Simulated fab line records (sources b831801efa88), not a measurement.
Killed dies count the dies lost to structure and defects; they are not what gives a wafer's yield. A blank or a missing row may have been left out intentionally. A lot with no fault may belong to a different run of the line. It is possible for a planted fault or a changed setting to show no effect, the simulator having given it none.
Comparing a struck lot with a sound one | flow sfqLine | 18 out of 325 route steps
Sound: these wafers, L798.2, L798.3, L798.6. Struck: wafer L813.3. (L813.5, L813.6 of the same lot were not struck and are left out.) The cause comes at the end.
Per side, at each step with rows, come the tool, then ch with its chambers, and then its first start. Under that, the readings that differ: sound wafers | struck wafers | difference of the means | sigmas: that difference in standard deviations of wafers without a fault.
alike: words and numbers the same on both sides, and readings whose means are apart by under 2 such deviations; not compared: readings that were withheld, readings missing a value for some wafer, numbers with overlapping values and no deviation given by the record, and bounds like >300 which may hide the same value.
Wherever a step has rows on one side only, a row that says differs or no value, or a row with sigmas, the two part there. Numbers that don't overlap but have no deviation are shown without sigmas and don't part them. A reading missing from all wafers of one side parts the sides only when that side holds two or more wafers.

first, 2 steps without rows for these wafers: SFQ_TRILAYER_R5_LITHO_PEB_139 (peb time 60 s); SFQ_TRILAYER_R5_LITHO_DEVELOP_138 (time 60 s).
SFQ_R5_OVL_MEAS_935:
  sound on overlay-01 at day 65 09:31; struck on overlay-02 at day 67 06:24
reading     | sound  | struck | difference | sigmas
R5_OVL (nm) | 11 7 6 | -6     | -14        | -3
SFQ_TRILAYER_R5_BARC_OPEN_METAL_ETCH_177: etches BARC in O2, target depth 125 nm, time 41.7 s.
  sound on rieMetal-04 ch 0,1, day 65 09:33; struck on rieMetal-01 ch 0, day 67 06:26
  alike: drypumpMotorCurrentA, oesProductAu
  not compared: rfHoursCounterH
SFQ_TRILAYER_R5_ETCH_METAL_ETCH_139: etches the open film in Cl2, stops on SiO2, target depth 60 nm, time 40 s.
  sound on rieMetal-04 ch 0,1, day 65 09:37; struck on rieMetal-01 ch 0, day 67 06:30
  alike: drypumpMotorCurrentA, oesProductAu
  not compared: rfHoursCounterH
SFQ_TRILAYER_R5_STRIP_STRIP_140: strips in O2.
  sound on rieMetal-04 ch 0,1, day 65 09:40; struck on rieMetal-01 ch 0, day 67 06:44
  alike: drypumpMotorCurrentA, oesProductAu
  not compared: rfHoursCounterH
then, 1 step without rows for these wafers: SFQ_TRILAYER_R5_STRIP_SOLV_CLEAN_141 (cleans in NMP, time 600 s).
SFQ_TRILAYER_A5C_DEP_PECVD_142: deposits SiO2 from SiH4/N2O, time 15.556 s, target thk 70 nm.
  sound on pecvd-04 ch 0,2, day 65 10:27; struck on pecvd-03 ch 1, day 67 07:19
  alike: chamberPressureTorr, heaterPowerW, throttleValvePct
then, 4 steps without rows for these wafers: SFQ_TRILAYER_I5_LITHO_COAT_149 (resist thk 62 nm); SFQ_TRILAYER_I5_LITHO_COAT_144 (resist thk 650 nm); SFQ_TRILAYER_I5_LITHO_SOFTBAKE_148; SFQ_TRILAYER_I5_LITHO_EXPOSE_145 (exposes mask I5, target cd 700 nm).
-- the record jumps here: 5 days lie between the struck wafers' starts before and after --
SFQ_TRILAYER_I5_LITHO_PEB_147: peb time 60 s.
  sound on lithoTrack-04 ch 0, day 65 12:58; struck on lithoTrack-02 ch 0, day 72 08:19
reading               | sound             | struck | difference | sigmas
heaterPowerTotalW (W) | 79.19 79.17 79.25 | 83.87  | +4.67      | +77
then, 1 step without rows for these wafers: SFQ_TRILAYER_I5_LITHO_DEVELOP_146 (time 60 s).
SFQ_I5_OVL_MEAS_936:
  sound on overlay-02 at day 65 13:14; struck on overlay-02 at day 72 08:35
reading     | sound  | struck | difference | sigmas
I5_OVL (nm) | 9 11 2 | -4     | -11        | -3
SFQ_TRILAYER_I5_BARC_OPEN_VIA_ETCH_200: etches BARC in O2, target depth 125 nm, time 41.7 s.
  sound on rieDiel-03 ch 2,3, day 65 13:16; struck on rieDiel-03 ch 3, day 72 08:36
reading            | sound         | struck | difference | sigmas
model.I5.cdNm (nm) | 700 700.6 700 | 675    | -25        | 
  alike: drypumpMotorCurrentA, oesProductAu
  not compared: rfHoursCounterH
SFQ_TRILAYER_I5_ETCH_VIA_ETCH_147: etches the open film in CHF3, stops on Nb, target depth 360 nm.
  sound on rieDiel-03 ch 2,3, day 65 13:19; struck on rieDiel-03 ch 3, day 72 08:38
reading            | sound           | struck | difference | sigmas
model.I5.cdNm (nm) | 698 701.9 699.6 | 672.9  | -26.9      | 
  alike: drypumpMotorCurrentA, oesProductAu
SFQ_TRILAYER_I5_STRIP_STRIP_148: strips in O2.
  sound on rieMetal-01 ch 1, day 65 13:28; struck on rieMetal-01 ch 1, day 72 08:59
  alike: drypumpMotorCurrentA, oesProductAu
  not compared: rfHoursCounterH

WHERE THEY PART
First at SFQ_R5_OVL_MEAS_935; last, within this record, at SFQ_I5_OVL_MEAS_936. Later steps at which nothing parts them and some readings are alike: SFQ_TRILAYER_I5_BARC_OPEN_VIA_ETCH_200, SFQ_TRILAYER_I5_ETCH_VIA_ETCH_147, SFQ_TRILAYER_I5_STRIP_STRIP_148.

WHY: the cause the simulator had injected
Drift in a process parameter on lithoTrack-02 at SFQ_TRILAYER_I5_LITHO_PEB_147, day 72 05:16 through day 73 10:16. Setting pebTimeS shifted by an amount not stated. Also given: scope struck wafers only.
